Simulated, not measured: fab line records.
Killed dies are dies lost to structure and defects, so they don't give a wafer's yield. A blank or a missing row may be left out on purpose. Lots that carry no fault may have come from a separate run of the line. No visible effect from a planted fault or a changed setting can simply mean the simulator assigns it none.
8D (eight disciplines) problem report, filled in by code + flow gf180mcu + the parts of the form that need people (team, actions taken, sign-off) are left out

1. PROBLEM STATEMENT
Wafers without a fault read 141.2 s, standard deviation 0.37; run_length_s at GF_STI_ETCH_13 reads a mean of 124.2 s on 2 wafers belonging to 2 lots. That is -46 standard deviations from the usual mean.
The step: etches the open film in CHF3/O2, stops on Si, target depth 282.31 nm, time 112.9 s.
First seen on wafer L205.5, day 2 17:01, on rie_diel-01. The record holds 36 wafers of 12 lots with a number at this step. By rule, "out" or "out of limits" means more than 4 standard deviations away from the usual mean. All remaining wafers that have a number are taken as sound.

2. WHAT IT IS AND WHAT IT IS NOT
| question                    | is                                               | is not                                                                                                         |
|-----------------------------|--------------------------------------------------|----------------------------------------------------------------------------------------------------------------|
| which readings at this step | run_length_s, oes_product_au, throttle_valve_pct | drypump_motor_current_A                                                                                        |
| which lots                  | L205, L207                                       | L202, L203, L204, L215, L217, L219, L221, L223, L224, L225                                                     |
| which wafers of those lots  | L205.5, L207.5                                   | L205.1, L205.6, L207.1, L207.6                                                                                 |
| read on which tools         | rie_diel-01                                      | rie_diel-03, rie_diel-04                                                                                       |
| when                        | from day 2 17:01                                 | up to then (11 sound wafers); but 23 sound wafers of L207, L215, L217, L219, L221, L223, L224, L225 came after |

3. SUSPECTS, AND WHAT RULES EACH OUT
Counting: any tool at a process step up to the reading remains a suspect provided it ran every lot that is out. Sound lots after the first of them don't rule it out here, since some wafers of a struck lot are sound.
- rie_diel-01 at GF_STI_ETCH_13 (etches the open film in CHF3/O2, stops on Si, target depth 282.31 nm, time 112.9 s): kept. Every lot that is out went through it, the first being L205 (day 2 17:01); the last sound lot it ran before that was L204 (day 2 11:42). Its own oes_product_au, run_length_s, throttle_valve_pct readings are out on those wafers.
The count leaves rie_diel-01 at GF_STI_ETCH_13.

4. THE CAUSE (what the simulator had put in)
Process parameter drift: rie_diel-01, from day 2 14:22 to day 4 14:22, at GF_STI_ETCH_13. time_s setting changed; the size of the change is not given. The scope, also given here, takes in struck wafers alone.
After counting, this tool was the only one left.

5. SEQUENCE OF EFFECTS, ordered by route
One row per reading whose mean, taken over the struck wafers that have a number, lies over 3 standard deviations from the usual. Scope: only readings with a usual standard deviation given in the record; hours: median across lots of the time from each lot's start at the first step in this table that gives one to its start at this step; sigmas: change in usual standard deviations.
| hours | step            | reading                  | usual      | on struck wafers | change | sigmas |
|-------|-----------------|--------------------------|------------|------------------|--------|--------|
| 0     | GF_STI_ETCH_13  | oes_product_au           | 0.835 a.u. | 0.980            | +0.145 | +21    |
| 0     | GF_STI_ETCH_13  | run_length_s             | 141.2 s    | 124.2            | -17.0  | -46    |
| 0     | GF_STI_ETCH_13  | throttle_valve_pct       | 8.811 %    | 8.858            | +0.047 | +5.1   |
| 0     | GF_STI_STRIP_15 | oes_product_au           | 0.384 a.u. | 0.402            | +0.018 | +3.8   |
| 0     | GF_STI_STRIP_15 | strip_time_to_endpoint_s | 3.74 s     | 4.13             | +0.39  | +8.0   |
Its process steps:
- GF_STI_ETCH_13: etches the open film in CHF3/O2, stops on Si, target depth 282.31 nm, time 112.9 s.
- GF_STI_STRIP_15: strips in O2/N2.
Later steps that measure or inspect, where all struck wafers having a row at the step show a number for every such reading and not one has moved that far: GF_VT_IMPLANT_OVL_MEAS_18.

6. HOW IT WOULD HAVE BEEN CAUGHT EARLIER
The fault began at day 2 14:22; the first out-of-limits reading in this record came at day 2 17:01, 3 hours later.
